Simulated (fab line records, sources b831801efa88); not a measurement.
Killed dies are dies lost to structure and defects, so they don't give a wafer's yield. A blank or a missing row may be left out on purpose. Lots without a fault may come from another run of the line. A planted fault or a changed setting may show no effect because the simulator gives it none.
One fault seen from 2 desks | flow gf180mcu | each desk has only its own numbers; what lay behind them comes last

THE METROLOGY DESK
What the gauges read, lot by lot, whatever tool the lot ran on: means of the sampled wafers that have a number. A lot is out of limits, marked OUT, if its mean lies more than 4 standard deviations from the usual mean; the brackets give that distance.
Columns: A = cd_nm at GF_HV_LDD_CD_MEAS_19, usual 400.5 nm; B = HV_LDD_3_TW at GF_HV_LDD_TW_MEAS_38, usual 1437; C = HV_LDD_RS at GF_HV_LDD_RS_MEAS_53, usual 412.7 ohm/sq
lot  | first seen here | A     | B    | C
L477 | day 11 00:01    | 397.6 | 1429 | 412.7
L478 | day 11 00:39    | 398.2 | 1427 | 414.5
L479 | day 11 12:47    | 401.0 | 1420 | 412.5
L481 | day 12 07:17    | 403.1 | 1434 | 412.6
L483 | day 12 19:34    | 403.2 | 1458 | 411.8
L486 | day 13 19:50    | 403.7 | 1425 | 412.7
L488 | day 14 06:45    | 399.0 | 1437 | 412.1
L491 | day 15 06:20    | 404.2 | 1454 | 412.6
L494 | day 16 05:12    | 399.5 | 1396 | 418.7 (+7.6) OUT
L495 | day 16 13:23    | 401.4 | 1401 | 418.9 (+7.9) OUT
L500 | day 17 22:44    | 400.9 | 1433 | 412.4
This desk's finding: out of limits on L494, L495; first on L494, day 18 04:03 (HV_LDD_RS at GF_HV_LDD_RS_MEAS_53). In limits: L477, L478, L479, L481, L483, L486, L488, L491, L500.

THE TOOL OWNER'S DESK: implanter-01
The tool's own readings at GF_HV_LDD_IMPLANT_34: means of the sampled wafers that have a number, for each lot that ran on this tool. A lot is out of limits, marked OUT, if its mean lies more than 4 standard deviations from the usual mean; the brackets give that distance.
Columns: A = dose_ions_cm2 at GF_HV_LDD_IMPLANT_34, usual 7.502e+12; B = end_station_pressure_torr at GF_HV_LDD_IMPLANT_34, usual 5.02e-06 Torr; C = faraday_current_uA at GF_HV_LDD_IMPLANT_34, usual 42.4; D = tilt_deg at GF_HV_LDD_IMPLANT_34, usual 29.997 degrees
lot  | first seen here | A                           | B        | C              | D
L479 | day 12 08:57    | 7.508e+12                   | 5.16e-06 | 42.5           | 30.008
L491 | day 16 04:13    | 7.503e+12                   | 5.11e-06 | 42.0           | 30.013
L494 | day 17 03:56    | 5.312e+12 (-99 or more) OUT | 5.27e-06 | 30.0 (-15) OUT | 29.991
L495 | day 17 12:58    | 5.318e+12 (-99 or more) OUT | 4.78e-06 | 29.9 (-15) OUT | 29.986
This desk's finding: out of limits on L494, L495; first on L494, day 17 03:56 (dose_ions_cm2 at GF_HV_LDD_IMPLANT_34). In limits: L479, L491.

PUT TOGETHER
The tool owner's desk could have raised an alarm at day 17 03:56, on L494, L495.
The metrology desk could have raised an alarm at day 18 04:03, on L494, L495.
Of the lots named, all ran GF_HV_LDD_IMPLANT_34 on implanter-01.

WHAT THE SIMULATOR HAD PUT IN
Process parameter drift: implanter-01, from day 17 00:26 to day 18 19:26, at GF_HV_LDD_IMPLANT_34. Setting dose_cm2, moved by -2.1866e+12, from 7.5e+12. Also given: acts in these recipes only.
Lots struck among those shown: L494, L495.
Hours from the fault's start to each desk's first reading out of limits: the tool owner's desk, 4; the metrology desk, 28.
